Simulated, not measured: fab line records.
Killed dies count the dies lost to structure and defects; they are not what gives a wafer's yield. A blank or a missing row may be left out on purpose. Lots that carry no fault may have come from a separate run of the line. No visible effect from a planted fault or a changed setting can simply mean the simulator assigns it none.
Matching of chambers	flow sky130	rie_diel-03 running SKY_FIELD_ISO_ETCH_14: 3 sister chambers
The step etches BARC in N2/H2, stops on SiO2, time 45.9 s, target depth 60 nm. 3 wafers are shown with their chamber, then 6 later ones without.

## WAFERS, EACH WITH ITS CHAMBER
wafer	chamber	drypump_motor_current_A (A)
L143.4	3	6.3
L144.1	2	5.9
L144.2	1	6.6

## WAFERS WITHOUT THEIR CHAMBER
wafer	drypump_motor_current_A (A)
L144.5	6.3
L147.3	6.4
L147.4	6.6
L147.6	6.6
L150.1	6.6
L150.5	5.8

## WHICH CHAMBER EACH ONE RAN IN
wafer	from the rows above	in truth
L144.5	3	3
L147.3	can't be placed: 3 or 1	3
L147.4	1	1
L147.6	1	1
L150.1	1	1
L150.5	2	2
5 of 6 placed correctly. These rows do not allow placing 1 (true chamber among the candidates in 1). 0 placed wrongly.
How it was worked out, from the rows above alone: a wafer's distance from a chamber is the root of the sum, over the readings, of the square of ((its reading less the chamber's mean) divided by the reading's scatter). The wafer belongs to the nearest chamber; if the next one is less than 2 further off, it can't be placed. For every chamber, the mean is computed from those of its wafers that are shown. The scatter: with one shown wafer a chamber, the root of the mean of the squares of how far each hidden wafer lies from its nearest shown one.
